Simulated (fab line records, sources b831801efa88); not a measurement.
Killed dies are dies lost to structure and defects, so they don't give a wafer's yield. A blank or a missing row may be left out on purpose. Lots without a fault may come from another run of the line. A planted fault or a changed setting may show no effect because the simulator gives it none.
One fault seen from 2 desks | flow gf180mcu | each desk has only its own numbers; what lay behind them comes last

THE TOOL OWNER'S DESK: rtp_anneal-01
The tool's own readings at GF_PSD_RTA_13 (time 20 s): means of the sampled wafers that have a number, for each lot that ran on this tool. A lot is out of limits, marked OUT, if its mean lies more than 4 standard deviations from the usual mean; the brackets give that distance.
Columns: A = lamp_power_pct at GF_PSD_RTA_13, usual 34.5 %; B = run_length_s at GF_PSD_RTA_13, usual 48.6 s; C = wafer_temp_C_max at GF_PSD_RTA_13, usual 1029.1
lot  | first seen here | A    | B              | C
L897 | day 14 15:10    | 38.0 | 48.9           | 1028.1
L900 | day 15 16:14    | 38.1 | 48.9           | 1028.2
L906 | day 17 18:34    | 38.0 | 70.3 (+64) OUT | 1029.8
L917 | day 21 15:19    | 38.0 | 48.9           | 1028.5
This desk's finding: out of limits on L906; first on L906, day 17 18:34 (run_length_s at GF_PSD_RTA_13). In limits: L897, L900, L917.

THE METROLOGY DESK
What the gauges read, lot by lot, whatever tool the lot ran on: means of the sampled wafers that have a number. A lot is out of limits, marked OUT, if its mean lies more than 4 standard deviations from the usual mean; the brackets give that distance.
Columns: A = NSD_RS at GF_PSD_RS_MEAS_14, usual 46.12 ohm/sq; B = PSD_RS at GF_PSD_RS_MEAS_15, usual 108.54 ohm/sq; C = V1_BOW at GF_V1_BOW_MEAS_05, usual 82 um; D = V3_CVD_00_THK at GF_V3_THK_MEAS_01, usual 601 nm
lot  | first seen here | A               | B                | C  | D
L896 | day 14 06:10    | 46.12           | 108.59           | 78 | 601
L897 | day 14 15:15    | 46.15           | 108.30           | 86 | 599
L898 | day 14 23:31    | 46.06           | 108.30           | 90 | 597
L899 | day 15 07:01    | 45.99           | 108.26           | 75 | 595
L900 | day 15 16:19    | 46.20           | 109.18           | 77 | 598
L901 | day 16 02:22    | 46.02           | 108.45           | 73 | 605
L902 | day 16 04:55    | 46.24           | 108.77           | 94 | 606
L906 | day 17 18:40    | 42.95 (-37) OUT | 102.80 (-19) OUT | 82 | 601
L913 | day 20 01:17    | 46.21           | 108.51           | 81 | 598
L916 | day 21 09:43    | 46.04           | 108.27           | 78 | 599
L917 | day 21 15:25    | 46.19           | 108.56           | 92 | 603
L918 | day 21 21:31    | 46.17           | 108.86           | 79 | 608
L919 | day 22 05:49    | 46.07           | 108.42           | 79 | 597
This desk's finding: out of limits on L906; first on L906, day 17 18:40 (NSD_RS at GF_PSD_RS_MEAS_14). In limits: L896, L897, L898, L899, L900, L901, L902, L913, L916, L917, L918, L919.

PUT TOGETHER
The tool owner's desk could have raised an alarm at day 17 18:34, on L906.
The metrology desk could have raised an alarm at day 17 18:40, on L906.
Of the lots named, all ran GF_PSD_RTA_13 on rtp_anneal-01.

WHAT THE SIMULATOR HAD PUT IN
Process parameter drift: rtp_anneal-01, from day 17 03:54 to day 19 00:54, at GF_PSD_RTA_13. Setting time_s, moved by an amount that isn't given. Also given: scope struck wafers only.
Lots struck among those shown: L906.
Hours from the fault's start to each desk's first reading out of limits: the tool owner's desk, 15; the metrology desk, 15.
